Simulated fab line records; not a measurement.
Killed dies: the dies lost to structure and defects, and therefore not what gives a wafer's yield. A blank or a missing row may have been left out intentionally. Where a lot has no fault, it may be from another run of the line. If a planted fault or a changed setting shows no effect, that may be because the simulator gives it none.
A single fault, viewed from 2 desks :: flow sky130 :: numbers are kept per desk, each desk with only its own; the story behind them comes last

## DESK OF THE TOOL OWNER: implanter-01
SKY_VT_ADJUST_HVTP_IMPLANT_09, tool's own readings: per-lot mean of the sampled wafers with a number, covering each lot this tool ran. The brackets show how far a lot's mean lies from the usual mean; more than 4 standard deviations puts the lot out of limits, marked OUT.
Columns: A = beam energy keV at SKY_VT_ADJUST_HVTP_IMPLANT_09, usual 150.01; B = dose ions cm2 at SKY_VT_ADJUST_HVTP_IMPLANT_09, usual 4.3e+12; C = faraday current uA at SKY_VT_ADJUST_HVTP_IMPLANT_09, usual 24.3
lot: L501
first seen here: day 6 21:38
A: 150.01
B: 4.3e+12
C: 24.2

lot: L502
first seen here: day 7 03:53
A: 150.00
B: 4.3e+12
C: 24.1

lot: L505
first seen here: day 8 06:15
A: 149.94
B: 4.3e+12
C: 24.1

lot: L510
first seen here: day 9 17:17
A: 149.99
B: 4.3e+12
C: 24.3

lot: L517
first seen here: day 11 11:10
A: 149.94
B: 1.5e+12 (-99 or more) OUT
C: 8.7 (-33) OUT

lot: L518
first seen here: day 11 12:44
A: 150.01
B: 1.5e+12 (-99 or more) OUT
C: 8.5 (-33) OUT
This desk finds L517, L518 out of limits, L517 being first, at day 11 11:10 (dose ions cm2 at SKY_VT_ADJUST_HVTP_IMPLANT_09). L501, L502, L505, L510: within limits.

## AT THE METROLOGY DESK
Means of the sampled wafers that have a number, per lot and without regard to the tool the lot ran on: this is what the gauges read. The brackets show how far a lot's mean lies from the usual mean; more than 4 standard deviations puts the lot out of limits, marked OUT.
Columns: A = VT_ADJUST_HVTP_TW at SKY_VT_ADJUST_HVTP_TW_MEAS_11, usual 1358; B = RES_XHIGH_TW at SKY_RES_XHIGH_TW_MEAS_09, usual 1646; C = LI_CONTACT_HDPCVD_THK at SKY_LI_CONTACT_THK_MEAS_01, usual 968 nm
lot: L498
first seen here: day 6 07:21
A: 1352
B: 1647
C: 961

lot: L497
first seen here: day 6 07:40
A: 1359
B: 1645
C: 971

lot: L501
first seen here: day 6 21:52
A: 1354
B: 1665
C: 978

lot: L502
first seen here: day 7 04:07
A: 1362
B: 1641
C: 977

lot: L504
first seen here: day 8 00:04
A: 1369
B: 1637
C: 971

lot: L505
first seen here: day 8 06:30
A: 1368
B: 1647
C: 966

lot: L507
first seen here: day 8 16:24
A: 1351
B: 1645
C: 970

lot: L508
first seen here: day 9 01:34
A: 1362
B: 1639
C: 967

lot: L509
first seen here: day 9 08:21
A: 1354
B: 1649
C: 961

lot: L510
first seen here: day 9 17:32
A: 1355
B: 1633
C: 956

lot: L517
first seen here: day 11 11:25
A: 983 (-58) OUT
B: 1657
C: 981

lot: L518
first seen here: day 11 12:58
A: 973 (-59) OUT
B: 1651
C: 979
This desk finds L517, L518 out of limits, with the earliest case on L517 at day 11 11:25 (VT_ADJUST_HVTP_TW at SKY_VT_ADJUST_HVTP_TW_MEAS_11). L498, L497, L501, L502, L504, L505, L507, L508, L509, L510: within limits.

## ALL TOGETHER
On L517, L518, at day 11 11:10, an alarm was possible from the tool owner's desk.
An alarm was possible from the metrology desk at day 11 11:25, on L517, L518.
The lots listed all ran SKY_VT_ADJUST_HVTP_IMPLANT_09 on implanter-01.

## WHAT WAS PUT IN BY THE SIMULATOR
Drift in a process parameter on implanter-01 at SKY_VT_ADJUST_HVTP_IMPLANT_09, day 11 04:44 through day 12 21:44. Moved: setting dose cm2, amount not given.
Lots struck among those shown: L517, L518.
Counting hours from when the fault started, the first reading out of limits came at 6 for the tool owner's desk and at 7 for the metrology desk.
